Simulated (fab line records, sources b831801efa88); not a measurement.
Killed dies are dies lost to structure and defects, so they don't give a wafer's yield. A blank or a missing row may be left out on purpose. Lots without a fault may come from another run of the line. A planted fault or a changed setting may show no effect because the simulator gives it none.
fab line records | flow sky130
record lots=5 wafers=15 last_day=50
route steps=708 shown FIELD_ISO@1 NWELL@32 DNWELL@35
lots that met no fault: from a run of the same line without faults
start_h: hours from the record's first day to the start of the lot's first wafer shown | wait_h: hours since the lot's step before | " the same as in the row above | L1.1+2: a row that stands for several wafers | - no value, or no start given | * or withheld: withheld | < > ~ a bound
route shown NAME@n: a module of which the file shows steps, and the number in the route of the first | usual: mean/standard deviation of fault-free wafers | same: alike in all rows | chamber/n: place in a boat | sites: the reading at each site | _std_site: their standard deviation | _edge_site: outer sites' mean less inner sites' | radius_mm: how far each site lies from the wafer's centre | mask NAME#n: copy n | behind: the tool/chamber that last shaped the wafer | hold: why the lot was held/for how many hours/how that ended | device: the transistor (n, p or np) that didn't switch | end of line: the same wafers' tests at the end of the route | a step without rows: its recipe alone | killed: dies lost to structure and defects at the first sort, not the wafer's yield | map: a wafer's dies, x killed, . not, _ none there
set.NAME: the setting as run; set.NAME@STEP: as run at that earlier step | model.NAME: the simulator's own value behind a step, which no gauge read
lots at some steps of the route; a table a step, a row a wafer
services: from which hour (start_h, from the record's first day; less than 0 if before it) a tool's chamber was out of use, for how many hours, and why
## steps
# step SKY_FIELD_ISO_BOW_MEAS_00
# recipe mode=bow
# usual INCOMING_BOW=-1/6.5
# columns lot.wafer tool chamber start_h wait_h INCOMING_BOW[um]
L082.1 film_metro-04 - 50.00 - 3
L082.2 " - " " -5
L082.6 " - " " -3
L083.2 film_metro-01 - 55.02 - -2
L083.5 " - " " 11
L083.6 " - " " -4
L087.1 film_metro-01 - 75.00 - -2
L087.4 " - " " -7
L087.6 " - " " -7
L088.1 film_metro-04 - 80.00 - -3
L088.3 " - " " 2
L088.4 " - " " 3
L096.1 film_metro-04 - 120.00 - -6
L096.5 " - " " -3
L096.6 " - " " -4
# step SKY_FIELD_ISO_OXIDATION_01
# recipe temp_c=900 ambient=O2 stabilise_s=600 purge_s=300 target_thk_a=120 ox_time_s=1843
# same purge_s=300
# columns lot.wafer tool chamber start_h wait_h
L082.1+2+6 furnace-02 0 50.12 0.1
L083.2+5+6 furnace-01 0 56.76 1.7
L087.1+4+6 furnace-02 0 75.14 0.1
L088.1+3+4 furnace-02 0 80.12 0.1
L096.1+5+6 furnace-02 0 123.94 3.9
# step SKY_FIELD_ISO_THK_MEAS_02
# recipe reads=SiO2_of_FIELD_ISO_OXIDATION_01
# usual FIELD_ISO_OXIDATION_00_THK=11.96/0.26
# columns lot.wafer tool chamber start_h wait_h FIELD_ISO_OXIDATION_00_THK[nm]
L082.1 film_metro-04 - 51.63 0.0 12.03
L082.2 " - " " 11.95
L082.6 " - " " 12.01
L083.2 film_metro-02 - 58.28 0.0 11.97
L083.5 " - " " 12.00
L083.6 " - " " 11.78
L087.1 film_metro-01 - 76.66 0.0 12.09
L087.4 " - " " 11.82
L087.6 " - " " 12.11
L088.1 film_metro-02 - 81.63 0.0 12.07
L088.3 " - " " 11.98
L088.4 " - " " 12.01
L096.1 film_metro-01 - 125.45 0.0 11.92
L096.5 " - " " 11.98
L096.6 " - " " 12.04
# step SKY_FIELD_ISO_CVD_03
# recipe material=Si3N4 precursor=DCS/NH3 target_thk_nm=165 temp_c=770 time_s=2830 pressure_mtorr=250
# same time_s=2830
# columns lot.wafer tool chamber start_h wait_h
L082.1+2+6 lpcvd-02 0 52.74 1.1
L083.2+5+6 lpcvd-02 1 58.33 0.0
L087.1+4+6 lpcvd-02 0 76.72 0.1
L088.1+3+4 lpcvd-02 0 81.69 0.1
L096.1+5+6 lpcvd-02 1 125.51 0.1
# step SKY_FIELD_ISO_THK_MEAS_04
# recipe reads=Si3N4_of_FIELD_ISO_CVD_03
# usual FIELD_ISO_CVD_03_THK=164.8/1.7
# columns lot.wafer tool chamber start_h wait_h FIELD_ISO_CVD_03_THK[nm]
L082.1 film_metro-02 - 54.52 0.0 162.3
L082.2 " - " " 162.9
L082.6 " - " " 164.1
L083.2 film_metro-04 - 60.13 0.0 164.9
L083.5 " - " " 163.0
L083.6 " - " " 162.7
L087.1 film_metro-04 - 78.50 0.0 166.2
L087.4 " - " " 166.0
L087.6 " - " " 167.0
L088.1 film_metro-01 - 83.48 0.0 163.0
L088.3 " - " " 161.7
L088.4 " - " " 163.6
L096.1 film_metro-04 - 127.30 0.0 163.7
L096.5 " - " " 163.6
L096.6 " - " " 163.5
# step SKY_FIELD_ISO_DEHYDRATE_05
# recipe temp_c=200 time_s=60
# usual resist_line_temp_C=22.98/0.1
# same time_s=60
# columns lot.wafer tool chamber start_h wait_h resist_line_temp_C
L082.1 litho_track-03 0 61.92 7.4 23.17
L082.2 " 0 " " 23.12
L082.6 " 0 " " 22.98
L083.2 litho_track-03 0 67.94 7.8 23.00
L083.5 " 0 " " 23.13
L083.6 " 0 " " 23.02
L087.1 litho_track-01 0 86.29 7.8 23.08
L087.4 " 0 " " 23.07
L087.6 " 0 " " 22.87
L088.1 litho_track-04 0 91.84 8.4 22.79
L088.3 " 0 " " 22.88
L088.4 " 0 " " 23.04
L096.1 litho_track-01 0 135.64 8.3 22.93
L096.5 " 0 " " 23.09
L096.6 " 0 " " 22.99
# step SKY_FIELD_ISO_HMDS_06
# recipe prime_time_s=60 prime_temp_c=120
# usual resist_line_temp_C=23.00/0.11
# columns lot.wafer tool chamber start_h wait_h resist_line_temp_C
L082.1 litho_track-03 0 62.07 0.1 23.13
L082.2 " 0 " " 22.98
L082.6 " 0 " " 22.80
L083.2 litho_track-03 0 68.09 0.1 22.97
L083.5 " 0 " " 23.09
L083.6 " 0 " " 22.97
L087.1 litho_track-01 0 86.44 0.1 22.87
L087.4 " 0 " " 22.91
L087.6 " 0 " " 22.81
L088.1 litho_track-04 0 91.99 0.1 23.00
L088.3 " 0 " " 23.10
L088.4 " 0 " " 23.01
L096.1 litho_track-01 0 135.79 0.1 22.85
L096.5 " 0 " " 22.99
L096.6 " 0 " " 23.03
# step SKY_FIELD_ISO_COAT_07
# recipe resist=BARC temp_c=withheld time_s=withheld spin_rpm=3000 resist_thk_nm=60
# usual resist_line_temp_C=*
# columns lot.wafer tool chamber start_h wait_h resist_line_temp_C
L082.1 litho_track-03 0 62.22 0.1 *
L082.2 " 0 " " *
L082.6 " 0 " " *
L083.2 litho_track-03 0 68.24 0.1 *
L083.5 " 0 " " *
L083.6 " 0 " " *
L087.1 litho_track-01 0 86.59 0.1 *
L087.4 " 0 " " *
L087.6 " 0 " " *
L088.1 litho_track-04 0 92.14 0.1 *
L088.3 " 0 " " *
L088.4 " 0 " " *
L096.1 litho_track-01 0 135.94 0.1 *
L096.5 " 0 " " *
L096.6 " 0 " " *
# step SKY_FIELD_ISO_COAT_08
# recipe resist=KrF-thick spin_rpm=3000 resist_thk_nm=450
# usual resist_line_temp_C=22.99/0.095
# columns lot.wafer tool chamber start_h wait_h resist_line_temp_C
L082.1 litho_track-03 0 - - 23.09
L082.2 " 0 " " 22.97
L082.6 " 0 " " 23.05
L083.2 litho_track-03 0 - - 22.96
L083.5 " 0 " " 22.86
L083.6 " 0 " " 23.05
L087.1 litho_track-01 0 - - 22.92
L087.4 " 0 " " 23.11
L087.6 " 0 " " 23.02
L088.1 litho_track-04 0 - - 22.98
L088.3 " 0 " " 23.15
L088.4 " 0 " " 23.19
L096.1 litho_track-01 0 - - 22.92
L096.5 " 0 " " 22.89
L096.6 " 0 " " 22.93
# step SKY_FIELD_ISO_SOFTBAKE_09
# recipe temp_c=100 time_s=90 resist=KrF-thick
# usual resist_line_temp_C=23.02/0.12
# same time_s=90
# columns lot.wafer tool chamber start_h wait_h resist_line_temp_C
L082.1 litho_track-03 0 - - 22.89
L082.2 " 0 " " 22.94
L082.6 " 0 " " 22.91
L083.2 litho_track-03 0 - - 23.01
L083.5 " 0 " " 22.93
L083.6 " 0 " " 22.91
L087.1 litho_track-01 0 - - 22.95
L087.4 " 0 " " 22.83
L087.6 " 0 " " 22.92
L088.1 litho_track-04 0 - - 22.82
L088.3 " 0 " " 23.15
L088.4 " 0 " " 22.96
L096.1 litho_track-01 0 - - 23.00
L096.5 " 0 " " 22.92
L096.6 " 0 " " 23.08
# step SKY_FIELD_ISO_EXPOSE_10
# recipe mask_id=FOM na=0.68 source_shape=annular sigma_inner=0.4 sigma_outer=0.8 target_cd_nm=150 dose_mj=28
# same sigma_outer=0.8
# columns lot.wafer tool chamber start_h wait_h mask
L082.1+2+6 krf_scanner-02 0 - - FOM#0
L083.2+5+6 krf_scanner-02 0 - - FOM#0
L087.1+4+6 krf_scanner-01 0 - - FOM#0
L088.1+3+4 krf_scanner-02 0 - - FOM#0
L096.1+5+6 krf_scanner-01 0 - - FOM#0
# step SKY_FIELD_ISO_PEB_11
# recipe peb_temp_c=withheld peb_time_s=withheld resist=KrF-thick
# usual resist_line_temp_C=*
# columns lot.wafer tool chamber start_h wait_h resist_line_temp_C
L082.1 litho_track-03 0 - - *
L082.2 " 0 " " *
L082.6 " 0 " " *
L083.2 litho_track-04 0 - - *
L083.5 " 0 " " *
L083.6 " 0 " " *
L087.1 litho_track-04 0 - - *
L087.4 " 0 " " *
L087.6 " 0 " " *
L088.1 litho_track-03 0 - - *
L088.3 " 0 " " *
L088.4 " 0 " " *
L096.1 litho_track-01 0 - - *
L096.5 " 0 " " *
L096.6 " 0 " " *
# step SKY_FIELD_ISO_DEVELOP_12
# recipe develop_time_s=60 resist=KrF-thick dev_temp_c=21
# usual resist_line_temp_C=23.00/0.098
# same develop_time_s=60
# columns lot.wafer tool chamber start_h wait_h resist_line_temp_C
L082.1 litho_track-03 0 - - 22.93
L082.2 " 0 " " 22.87
L082.6 " 0 " " 23.05
L083.2 litho_track-04 0 - - 23.00
L083.5 " 0 " " 23.02
L083.6 " 0 " " 23.00
L087.1 litho_track-04 0 - - 22.98
L087.4 " 0 " " 22.94
L087.6 " 0 " " 22.82
L088.1 litho_track-03 0 - - 22.93
L088.3 " 0 " " 22.93
L088.4 " 0 " " 23.08
L096.1 litho_track-01 0 - - 23.14
L096.5 " 0 " " 23.08
L096.6 " 0 " " 23.02
# step SKY_FIELD_ISO_CD_MEAS_13
# recipe target_cd_nm=150
# usual cd_nm=150.3/1.4
# columns lot.wafer tool chamber start_h wait_h cd_nm
L082.1 cd_sem-01 - 70.42 - 150.6
L082.2 " - " " 150.1
L082.6 " - " " 149.6
L083.2 cd_sem-01 - 77.16 - 150.6
L083.5 " - " " 152.2
L083.6 " - " " 151.7
L087.1 cd_sem-02 - 95.69 - 149.5
L087.4 " - " " 150.8
L087.6 " - " " 149.5
L088.1 cd_sem-02 - 101.27 - 150.7
L088.3 " - " " 151.4
L088.4 " - " " 151.2
L096.1 cd_sem-02 - 144.54 - 149.3
L096.5 " - " " 149.0
L096.6 " - " " 149.3
# step SKY_FIELD_ISO_ETCH_14
# recipe chemistry=N2/H2 target=BARC ion_energy_ev=200 source_w=493.9 bias_w=100 pressure_mtorr=30 n2_flow_sccm=100 h2_flow_sccm=200 stop_on=SiO2 time_s=45.9 target_depth_a=600
# usual drypump_motor_current_A=5.7/0.42 oes_product_au=0.855/0.0045 throttle_valve_pct=13.223/0.0092
# same time_s=45.9
# columns lot.wafer tool chamber start_h wait_h drypump_motor_current_A oes_product_au rf_hours_counter_h throttle_valve_pct
L082.1 rie_diel-01 0 70.54 0.1 6.4 0.866 139 13.222
L082.2 " 3 " " 5.0 0.858 169 13.237
L082.6 " 1 " " 5.9 0.856 - 13.223
L083.2 rie_diel-04 3 77.26 0.1 5.4 0.859 4 13.240
L083.5 " 3 " " 5.4 0.858 - 13.214
L083.6 " 2 " " 5.5 0.853 - 13.205
L087.1 rie_diel-01 0 95.81 0.1 6.4 0.860 140 13.203
L087.4 " 1 " " 5.9 0.867 - 13.230
L087.6 " 0 " " 6.4 0.861 - 13.222
L088.1 rie_diel-04 0 101.39 0.1 6.2 0.853 5 13.218
L088.3 " 3 " " 5.5 0.855 5 13.219
L088.4 " 1 " " 5.5 0.861 82 13.228
L096.1 rie_diel-02 0 144.66 0.1 6.0 0.852 7 13.235
L096.5 " 1 " " 5.8 0.859 - 13.206
L096.6 " 0 " " 6.0 0.856 - 13.212
# step SKY_FIELD_ISO_ETCH_15
# recipe chemistry=CHF3/O2 target_depth_nm=180 stop_on=Si source_w=600 bias_w=200 pressure_mtorr=40 chf3_flow_sccm=50 O2_flow_sccm=5 time_s=72
# usual O2_flow_sccm=5.000/0.016 drypump_motor_current_A=5.7/0.41 oes_product_au=0.945/0.007 throttle_valve_pct=8.844/0.0093
# same time_s=72
# columns lot.wafer tool chamber start_h wait_h O2_flow_sccm drypump_motor_current_A oes_product_au rf_hours_counter_h throttle_valve_pct
L082.1 rie_diel-01 0 70.58 0.0 5.010 6.4 0.939 139 8.836
L082.2 " 3 " " 4.978 5.0 0.934 169 8.843
L082.6 " 1 " " 5.004 5.9 0.945 - 8.824
L083.2 rie_diel-04 3 77.30 0.0 5.003 5.4 0.946 4 8.848
L083.5 " 3 " " 4.993 5.4 0.944 - 8.837
L083.6 " 2 " " 5.018 5.5 0.937 - 8.841
L087.1 rie_diel-01 0 95.85 0.0 5.021 6.4 0.946 140 8.857
L087.4 " 1 " " 4.995 5.9 0.951 - 8.835
L087.6 " 0 " " 4.994 6.4 0.954 - 8.830
L088.1 rie_diel-04 0 101.43 0.0 4.999 6.1 0.937 5 8.841
L088.3 " 3 " " 5.000 5.4 0.939 5 8.857
L088.4 " 1 " " 4.996 5.4 0.940 82 8.834
L096.1 rie_diel-02 0 144.70 0.0 5.008 6.0 0.944 7 8.845
L096.5 " 1 " " 4.965 5.7 0.934 - 8.857
L096.6 " 0 " " 4.986 6.0 0.944 - 8.840
# step SKY_FIELD_ISO_STRIP_16
# recipe chemistry=O2/N2 power_w=1400 pressure_mtorr=1500 platen_temp_c=withheld o2_flow_sccm=3000 n2_flow_sccm=300 overash_fraction=0.5
# usual drypump_motor_current_A=6.0/0.36 oes_product_au=0.378/0.0053 strip_time_to_endpoint_s=3.55/0.033
# columns lot.wafer tool chamber start_h wait_h drypump_motor_current_A oes_product_au rf_hours_counter_h strip_time_to_endpoint_s
L082.1 plasma_asher-02 0 70.64 0.0 5.3 0.383 35 3.56
L082.2 " 1 " " 5.6 0.384 35 3.56
L082.6 " 0 " " 5.3 0.382 - 3.55
L083.2 plasma_asher-01 0 77.36 0.0 5.8 0.385 41 3.59
L083.5 " 1 " " 6.6 0.379 - 3.55
L083.6 " 0 " " 5.8 0.374 - 3.54
L087.1 plasma_asher-01 0 95.91 0.0 5.7 0.378 43 3.57
L087.4 " 1 " " 6.5 0.389 - 3.60
L087.6 " 1 " " 6.6 0.381 - 3.59
L088.1 plasma_asher-01 0 101.49 0.0 5.7 0.370 44 3.50
L088.3 " 0 " " 5.7 0.381 - 3.55
L088.4 " 1 " " 6.6 0.372 - 3.48
L096.1 plasma_asher-01 1 144.75 0.0 6.6 0.388 50 3.54
L096.5 " 0 " " 5.7 0.382 - 3.55
L096.6 " 1 " " 6.6 0.381 - 3.54
# step SKY_FIELD_ISO_ETCH_17
# recipe target_depth_a=3420 mask_material=Si3N4 chemistry=HBr/Cl2/O2 target=Si taper_deg=5 icp_w=600 bias_w=150 pressure_mtorr=15 HBr_flow_sccm=150 Cl2_flow_sccm=40 O2_flow_sccm=6 time_s=97.7
# usual O2_flow_sccm=5.998/0.017 drypump_motor_current_A=5.7/0.55 oes_product_au=0.995/0.0089 throttle_valve_pct=25.659/0.01
# same time_s=97.7
# columns lot.wafer tool chamber start_h wait_h O2_flow_sccm drypump_motor_current_A oes_product_au rf_hours_counter_h throttle_valve_pct
L082.1 rie_si-01 1 70.74 0.1 5.989 5.2 1.000 108 25.655
L082.2 " 0 " " 5.962 6.0 1.001 0 25.669
L082.6 " 1 " " 5.996 5.2 0.992 - 25.645
L083.2 rie_si-01 3 77.46 0.1 6.006 6.4 0.986 9 25.660
L083.5 " 2 " " 5.991 6.2 0.997 - 25.656
L083.6 " 3 " " 5.997 6.4 0.986 - 25.660
L087.1 rie_si-02 1 96.01 0.1 6.009 4.9 0.989 117 25.664
L087.4 " 3 " " 6.005 6.3 1.007 0 25.656
L087.6 " 0 " " 5.974 5.0 1.001 - 25.664
L088.1 rie_si-02 3 101.59 0.1 5.992 6.3 1.018 0 25.650
L088.3 " 0 " " 5.999 5.0 0.976 48 25.665
L088.4 " 1 " " 5.981 5.0 0.993 117 25.666
L096.1 rie_si-02 0 144.85 0.1 5.983 5.0 0.985 49 25.665
L096.5 " 2 " " 6.020 5.2 0.993 - 25.666
L096.6 " 1 " " 6.008 4.9 0.979 - 25.679
# step SKY_FIELD_ISO_WET_ETCH_18
# recipe chemistry=H3PO4 target_depth_nm=25 temp_c=160 target=Si3N4 time_s=276.3
# same time_s=276.3
# columns lot.wafer tool chamber start_h wait_h
L082.1+2+6 wet_bench-01 3 70.81 0.0
L083.2+5+6 wet_bench-04 3 77.53 0.0
L087.1+4+6 wet_bench-04 2 96.08 0.0
L088.1+3+4 wet_bench-03 0 101.66 0.0
L096.1+5+6 wet_bench-04 2 144.92 0.0
# step SKY_FIELD_ISO_CLEAN_19
# recipe chemistry=SC1/SC2 mix=1:4:20 temp_c=70 time_s=150
# same time_s=150
# columns lot.wafer tool chamber start_h wait_h
L082.1+2+6 wet_bench-03 3 70.90 0.0
L083.2+5+6 wet_bench-03 1 77.62 0.0
L087.1+4+6 wet_bench-01 1 96.17 0.0
L088.1+3+4 wet_bench-01 0 101.75 0.0
L096.1+5+6 wet_bench-01 0 145.01 0.0
# step SKY_FIELD_ISO_CLEAN_20
# recipe chemistry=dHF time_s=20 dilution=100:1
# same time_s=20
# columns lot.wafer tool chamber start_h wait_h
L082.1+2+6 wet_bench-04 1 71.00 0.0
L083.2+5+6 wet_bench-01 0 77.72 0.0
L087.1+4+6 wet_bench-04 1 96.22 0.0
L088.1+3+4 wet_bench-03 2 101.81 0.0
L096.1+5+6 wet_bench-03 3 145.07 0.0
# step SKY_FIELD_ISO_WET_ETCH_21
# recipe chemistry=dHF dilution=100:1 target_depth_nm=20 dry=ipa_marangoni target=SiO2 temp_c=25 time_s=400
# same time_s=400
# columns lot.wafer tool chamber start_h wait_h
L082.1+2+6 wet_bench-01 0 71.01 0.0
L083.2+5+6 wet_bench-04 1 77.73 0.0
L087.1+4+6 wet_bench-03 1 96.23 0.0
L088.1+3+4 wet_bench-01 1 101.82 0.0
L096.1+5+6 wet_bench-04 3 145.08 0.0
# step SKY_FIELD_ISO_OXIDATION_22
# recipe temp_c=950 ambient=O2 stabilise_s=600 purge_s=300 target_thk_a=100 ox_time_s=623
# same purge_s=300
# columns lot.wafer tool chamber start_h wait_h
L082.1+2+6 furnace-01 0 71.93 0.8
L083.2+5+6 furnace-01 0 78.03 0.2
L087.1+4+6 furnace-02 0 97.57 1.2
L088.1+3+4 furnace-02 0 103.15 1.2
L096.1+5+6 furnace-02 0 148.83 3.6
# step SKY_FIELD_ISO_THK_MEAS_23
# recipe reads=SiO2_of_FIELD_ISO_OXIDATION_22
# usual FIELD_ISO_OXIDATION_01_THK=10.06/0.2
# columns lot.wafer tool chamber start_h wait_h FIELD_ISO_OXIDATION_01_THK[nm]
L082.1 film_metro-02 - 73.10 0.0 10.04
L082.2 " - " " 10.03
L082.6 " - " " 9.96
L083.2 film_metro-02 - 79.21 0.0 9.76
L083.5 " - " " 9.82
L083.6 " - " " 9.81
L087.1 film_metro-01 - 98.75 0.0 10.16
L087.4 " - " " 10.02
L087.6 " - " " 10.19
L088.1 film_metro-04 - 104.33 0.0 10.27
L088.3 " - " " 10.16
L088.4 " - " " 10.08
L096.1 film_metro-02 - 150.01 0.0 9.74
L096.5 " - " " 9.88
L096.6 " - " " 9.61
# step SKY_FIELD_ISO_CVD_24
# recipe material=SiO2 target_thk_nm=595 temp_c=650 sigma_open_frac=0.3 time_s=99.2 sih4_flow_sccm=60 pressure_mtorr=6
# same time_s=99.2
# columns lot.wafer tool chamber start_h wait_h
L082.1+2+6 hdpcvd-01 0,2,1 73.16 0.1
L083.2+5+6 hdpcvd-01 2,2,0 79.26 0.0
L087.1+4+6 hdpcvd-02 1,0,1 98.81 0.1
L088.1+3+4 hdpcvd-01 2,1,2 104.39 0.1
L096.1+5+6 hdpcvd-01 0,1,2 150.07 0.1
# step SKY_FIELD_ISO_THK_MEAS_25
# recipe reads=SiO2_of_FIELD_ISO_CVD_24
# usual FIELD_ISO_CVD_24_THK=596/5.9
# columns lot.wafer tool chamber start_h wait_h FIELD_ISO_CVD_24_THK[nm]
L082.1 film_metro-01 - 73.23 0.0 597
L082.2 " - " " 595
L082.6 " - " " 597
L083.2 film_metro-04 - 79.34 0.0 597
L083.5 " - " " 596
L083.6 " - " " 585
L087.1 film_metro-02 - 98.88 0.0 593
L087.4 " - " " 594
L087.6 " - " " 590
L088.1 film_metro-01 - 104.46 0.0 594
L088.3 " - " " 593
L088.4 " - " " 597
L096.1 film_metro-01 - 150.14 0.0 604
L096.5 " - " " 605
L096.6 " - " " 602
# step SKY_FIELD_ISO_ANNEAL_26
# recipe temp_c=1000 time_s=1800 ambient=N2
# same time_s=1800
# columns lot.wafer tool chamber start_h wait_h
L082.1+2+6 furnace-02 0 73.64 0.4
L083.2+5+6 furnace-01 0 79.39 0.0
L087.1+4+6 furnace-02 0 100.14 1.3
L088.1+3+4 furnace-02 0 105.67 1.2
L096.1+5+6 furnace-02 0 151.40 1.3
# step SKY_FIELD_ISO_CMP_27
# recipe stop_on=Si3N4 t_overpolish_s=16 down_force_psi=4 platen_rpm=60 target_thk_nm=457.8 pad_velocity_m_s=0.94248
# usual motor_current_A=11.5/0.83 overpolish_run_s=16.000/0.0091 time_to_endpoint_s=111/3.2
# columns lot.wafer tool chamber start_h wait_h motor_current_A overpolish_run_s time_to_endpoint_s
L082.1 cmp-01 0 75.14 0.0 11.7 15.991 111
L082.2 " 3 " " 12.5 16.018 109
L082.6 " 0 " " 10.9 16.007 109
L083.2 cmp-01 1 80.89 0.0 12.2 15.995 115
L083.5 " 1 " " 11.9 16.011 111
L083.6 " 2 " " 11.5 16.011 111
L087.4 cmp-02 3 101.64 0.0 11.2 16.006 108
L087.1 " 0 " " 11.1 15.983 111
L087.6 " 0 " " 10.8 15.997 108
L088.1 cmp-02 0 107.17 0.0 11.2 16.008 107
L088.4 " 1 " " 11.0 15.990 107
L088.3 " 2 " " 12.6 15.994 109
L096.1 cmp-02 2 153.00 0.1 13.9 15.995 117
L096.6 " 0 " " 10.8 16.005 107
L096.5 " 1 " " 11.0 16.005 113
# step SKY_FIELD_ISO_WET_ETCH_28
# recipe chemistry=dHF target_depth_nm=23.7 target=SiO2 dilution=10:1 temp_c=25 time_s=47
# same time_s=47
# columns lot.wafer tool chamber start_h wait_h
L082.1+2+6 wet_bench-04 0 75.44 0.2
L083.2+5+6 wet_bench-01 2 81.19 0.2
L087.1+4+6 wet_bench-03 2 101.94 0.2
L088.1+3+4 wet_bench-04 0 107.47 0.2
L096.1+5+6 wet_bench-01 2 153.20 0.1
# step SKY_FIELD_ISO_WET_ETCH_29
# recipe chemistry=H3PO4 target_depth_nm=160 target=Si3N4 temp_c=160 time_s=1825
# same time_s=1825
# columns lot.wafer tool chamber start_h wait_h
L082.1+2+6 wet_bench-03 0 75.47 0.0
L083.2+5+6 wet_bench-01 3 81.21 0.0
L087.1+4+6 wet_bench-01 2 101.96 0.0
L088.1+3+4 wet_bench-03 3 107.49 0.0
L096.1+5+6 wet_bench-04 1 153.23 0.0
# step SKY_FIELD_ISO_WET_ETCH_30
# recipe chemistry=dHF target_depth_nm=25 target=SiO2 dilution=10:1 temp_c=25 time_s=50
# same time_s=50
# columns lot.wafer tool chamber start_h wait_h
L082.1+2+6 wet_bench-01 2 76.50 0.0
L083.2+5+6 wet_bench-04 0 81.78 0.0
L087.1+4+6 wet_bench-03 0 102.53 0.0
L088.1+3+4 wet_bench-01 3 108.11 0.0
L096.1+5+6 wet_bench-01 2 153.74 0.0
# step SKY_NWELL_CLEAN_00
# recipe chemistry=SC1/SC2 mix=1:4:20 temp_c=70 time_s=150 dry=n2_spin
# same time_s=150
# columns lot.wafer tool chamber start_h wait_h
L082.1+2+6 wet_bench-03 0 76.52 0.0
L083.2+5+6 wet_bench-01 2 81.80 0.0
L087.1+4+6 wet_bench-04 0 102.55 0.0
L088.1+3+4 wet_bench-04 3 108.13 0.0
L096.1+5+6 wet_bench-04 0 153.77 0.0
# step SKY_NWELL_OXIDATION_01
# recipe temp_c=900 ambient=O2 stabilise_s=600 purge_s=300 target_thk_a=100 ox_time_s=1418
# same purge_s=300
# columns lot.wafer tool chamber start_h wait_h
L082.1+2+6 furnace-02 0 78.00 1.4
L083.2+5+6 furnace-02 0 83.16 1.3
L087.1+4+6 furnace-01 0 103.34 0.7
L088.1+3+4 furnace-01 0 108.56 0.4
L096.1+5+6 furnace-01 0 155.43 1.6
# step SKY_NWELL_THK_MEAS_02
# recipe reads=SiO2_of_NWELL_OXIDATION_01
# usual NWELL_OXIDATION_THK=10.02/0.18
# columns lot.wafer tool chamber start_h wait_h NWELL_OXIDATION_THK[nm]
L082.1 film_metro-03 - 79.40 0.0 10.05
L082.2 " - " " 10.09
L082.6 " - " " 9.91
L083.2 film_metro-04 - 84.57 0.0 9.79
L083.5 " - " " 9.61
L083.6 " - " " 9.69
L087.1 film_metro-04 - 104.73 0.0 10.24
L087.4 " - " " 10.22
L087.6 " - " " 10.27
L088.1 film_metro-04 - 109.95 0.0 10.27
L088.3 " - " " 10.07
L088.4 " - " " 10.16
L096.1 film_metro-04 - 156.83 0.0 10.07
L096.5 " - " " 10.14
L096.6 " - " " 10.15
# step SKY_DNWELL_DEHYDRATE_00
# recipe temp_c=200 time_s=60
# usual resist_line_temp_C=22.95/0.091
# same time_s=60
# columns lot.wafer tool chamber start_h wait_h resist_line_temp_C
L082.1 litho_track-04 0 87.69 8.3 23.02
L082.2 " 0 " " 22.97
L082.6 " 0 " " 23.09
L083.2 litho_track-02 0 93.16 8.6 22.86
L083.5 " 0 " " 22.87
L083.6 " 0 " " 22.81
L087.1 litho_track-03 0 113.72 9.0 22.77
L087.4 " 0 " " 22.97
L087.6 " 0 " " 22.94
L088.1 litho_track-03 0 118.62 8.7 22.95
L088.3 " 0 " " 23.07
L088.4 " 0 " " 22.77
L096.1 litho_track-04 0 165.94 9.1 22.95
L096.5 " 0 " " 22.95
L096.6 " 0 " " 22.81
# step SKY_DNWELL_HMDS_01
# recipe prime_time_s=60 prime_temp_c=120
# usual resist_line_temp_C=22.98/0.1
# columns lot.wafer tool chamber start_h wait_h resist_line_temp_C
L082.1 litho_track-04 0 87.84 0.1 22.94
L082.2 " 0 " " 22.86
L082.6 " 0 " " 22.85
L083.2 litho_track-02 0 93.31 0.1 23.07
L083.5 " 0 " " 23.07
L083.6 " 0 " " 22.92
L087.1 litho_track-03 0 113.87 0.1 22.84
L087.4 " 0 " " 22.84
L087.6 " 0 " " 22.85
L088.1 litho_track-03 0 118.77 0.1 22.77
L088.3 " 0 " " 23.05
L088.4 " 0 " " 23.09
L096.1 litho_track-04 0 166.09 0.1 23.06
L096.5 " 0 " " 22.83
L096.6 " 0 " " 22.94
# step SKY_DNWELL_COAT_02
# recipe spin_rpm=2000 resist_thk_nm=3000
# usual resist_line_temp_C=23.02/0.11
# columns lot.wafer tool chamber start_h wait_h resist_line_temp_C
L082.1 litho_track-04 0 87.99 0.1 23.07
L082.2 " 0 " " 22.83
L082.6 " 0 " " 23.15
L083.2 litho_track-02 0 93.46 0.1 22.90
L083.5 " 0 " " 23.18
L083.6 " 0 " " 23.17
L087.1 litho_track-03 0 114.02 0.1 22.85
L087.4 " 0 " " 22.90
L087.6 " 0 " " 22.86
L088.1 litho_track-03 0 118.92 0.1 23.17
L088.3 " 0 " " 22.96
L088.4 " 0 " " 23.09
L096.1 litho_track-04 0 166.24 0.1 23.08
L096.5 " 0 " " 23.23
L096.6 " 0 " " 23.06
# step SKY_DNWELL_SOFTBAKE_03
# recipe temp_c=110 time_s=withheld
# usual resist_line_temp_C=22.99/0.11
# columns lot.wafer tool chamber start_h wait_h resist_line_temp_C
L082.1 litho_track-04 0 88.14 0.1 23.08
L082.2 " 0 " " 23.11
L082.6 " 0 " " 23.16
L083.2 litho_track-02 0 93.62 0.1 22.96
L083.5 " 0 " " 22.95
L083.6 " 0 " " 22.98
L087.1 litho_track-03 0 114.17 0.1 22.86
L087.4 " 0 " " 22.98
L087.6 " 0 " " 22.81
L088.1 litho_track-03 0 119.07 0.1 22.87
L088.3 " 0 " " 22.83
L088.4 " 0 " " 22.94
L096.1 litho_track-04 0 166.39 0.1 23.09
L096.5 " 0 " " 22.95
L096.6 " 0 " " 23.13
# step SKY_DNWELL_EXPOSE_04
# recipe mask_id=DNM na=0.57 target_cd_nm=3000 dose_mj=222
# columns lot.wafer tool chamber start_h wait_h mask
L082.1+2+6 iline_stepper-01 0 - - DNM#0
L083.2+5+6 iline_stepper-01 0 - - DNM#0
L087.1+4+6 iline_stepper-01 0 - - DNM#0
L088.1+3+4 iline_stepper-01 0 - - DNM#0
L096.1+5+6 iline_stepper-01 0 - - DNM#0
## services
# columns tool chamber start_h hours kind
furnace-02 - 28.20 3.3 pm
rie_diel-04 1 30.33 5.3 repair
lpcvd-02 - 30.99 4.3 pm
krf_scanner-02 - 37.46 1.0 pm
krf_scanner-02 - 39.76 4.0 pm
iline_stepper-01 - 42.50 1.7 pm
krf_scanner-02 - 60.95 0.8 pm
wet_bench-01 - 62.96 1.9 pm
cmp-02 - 64.00 4.0 pm
krf_scanner-02 - 75.81 0.3 repair
plasma_asher-01 - 80.70 6.3 repair
hdpcvd-01 - 81.75 2.8 pm
cmp-02 - 82.85 0.5 repair
cmp-02 - 85.81 0.9 repair
rie_diel-01 - 87.80 2.8 pm
furnace-01 - 90.55 4.3 pm
rie_diel-04 1 103.29 6.7 repair
rie_diel-04 0 119.15 14.3 repair
rie_diel-04 2 125.97 5.7 repair
rie_diel-01 0 126.15 10.3 repair
hdpcvd-01 0 129.55 3.8 repair
rie_diel-01 3 135.28 1.4 repair
wet_bench-01 - 156.31 1.9 repair
hdpcvd-01 2 159.18 16.0 repair
## key
fault none
